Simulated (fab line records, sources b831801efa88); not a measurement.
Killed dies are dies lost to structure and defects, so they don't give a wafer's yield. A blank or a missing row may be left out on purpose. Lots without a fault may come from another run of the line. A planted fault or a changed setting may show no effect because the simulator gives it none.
Split-lot experiment | flow sky130 | 5 lots, 23 wafers read, on a route of 708 steps

THE SPLIT
At SKY_NWELL_OXIDATION_01 (stabilise 600 s, purge 300 s, target thk 10 nm), the setting ox_time_s was moved away from the recipe's 1418 s on 20 of the 23 wafers read, by -8.2% to +14.5%. The other wafers ran this setting at the recipe's value.

The reading is taken at the split's own step.

THE READING
SiO2_of_NWELL_OXIDATION_01.thk_nm (the simulator's own value, which no gauge read), in nm, at SKY_NWELL_OXIDATION_01 (stabilise 600 s, purge 300 s, target thk 10 nm). The file gives no usual value for it. The 3 wafers here that ran the recipe average 10.427 nm, standard deviation 0.078 nm.

wafer  | tool, chamber at the split | ox_time_s as run, s | against the recipe | SiO2_of_NWELL_OXIDATION_01.thk_nm, nm | against lot-mates on the recipe
L075.1 | -, -                       | 1341                | -5.4%              | 9.92                                  | no lot-mate on the recipe
L075.2 | -, -                       | 1341                | -5.4%              | 10.02                                 | no lot-mate on the recipe
L075.3 | -, -                       | 1341                | -5.4%              | 9.888                                 | no lot-mate on the recipe
L075.4 | -, -                       | 1341                | -5.4%              | 9.956                                 | no lot-mate on the recipe
L075.5 | -, -                       | 1341                | -5.4%              | 10.04                                 | no lot-mate on the recipe
L078.2 | -, -                       | 1623                | +14.5%             | 10.66                                 | no lot-mate on the recipe
L078.3 | -, -                       | 1623                | +14.5%             | 10.8                                  | no lot-mate on the recipe
L078.4 | -, -                       | 1623                | +14.5%             | 10.74                                 | no lot-mate on the recipe
L078.6 | -, -                       | 1623                | +14.5%             | 10.74                                 | no lot-mate on the recipe
L078.5 | -, -                       | 1623                | +14.5%             | 10.78                                 | no lot-mate on the recipe
L079.2 | -, -                       | 1302                | -8.2%              | 9.888                                 | no lot-mate on the recipe
L079.3 | -, -                       | 1302                | -8.2%              | 9.654                                 | no lot-mate on the recipe
L079.4 | -, -                       | 1302                | -8.2%              | 9.627                                 | no lot-mate on the recipe
L079.5 | -, -                       | 1302                | -8.2%              | 9.787                                 | no lot-mate on the recipe
L079.6 | -, -                       | 1302                | -8.2%              | 9.706                                 | no lot-mate on the recipe
L080.2 | -, -                       | 1349                | -4.9%              | 9.875                                 | no lot-mate on the recipe
L080.3 | -, -                       | 1349                | -4.9%              | 9.844                                 | no lot-mate on the recipe
L080.4 | -, -                       | 1349                | -4.9%              | 9.832                                 | no lot-mate on the recipe
L080.5 | -, -                       | 1349                | -4.9%              | 9.895                                 | no lot-mate on the recipe
L080.6 | -, -                       | 1349                | -4.9%              | 9.825                                 | no lot-mate on the recipe
L084.1 | furnace-01, 0              | 1418                | recipe             | 10.33                                 | -
L084.3 | furnace-01, 0              | 1418                | recipe             | 10.43                                 | -
L084.6 | furnace-01, 0              | 1418                | recipe             | 10.52                                 | -

THE FIT
A straight line over all 23 wafers: SiO2_of_NWELL_OXIDATION_01.thk_nm changes by +0.044 nm for each +1% of ox_time_s; r = +0.94; the points scatter about the line by 0.14 nm.
Too few moved wafers have a lot-mate on the recipe to fit a line with each lot's own level taken away.

THE FILE'S OWN FIT
SiO2_of_NWELL_OXIDATION_01.thk_nm changes by +0.0439 nm for each +1% of ox_time_s, r = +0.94.
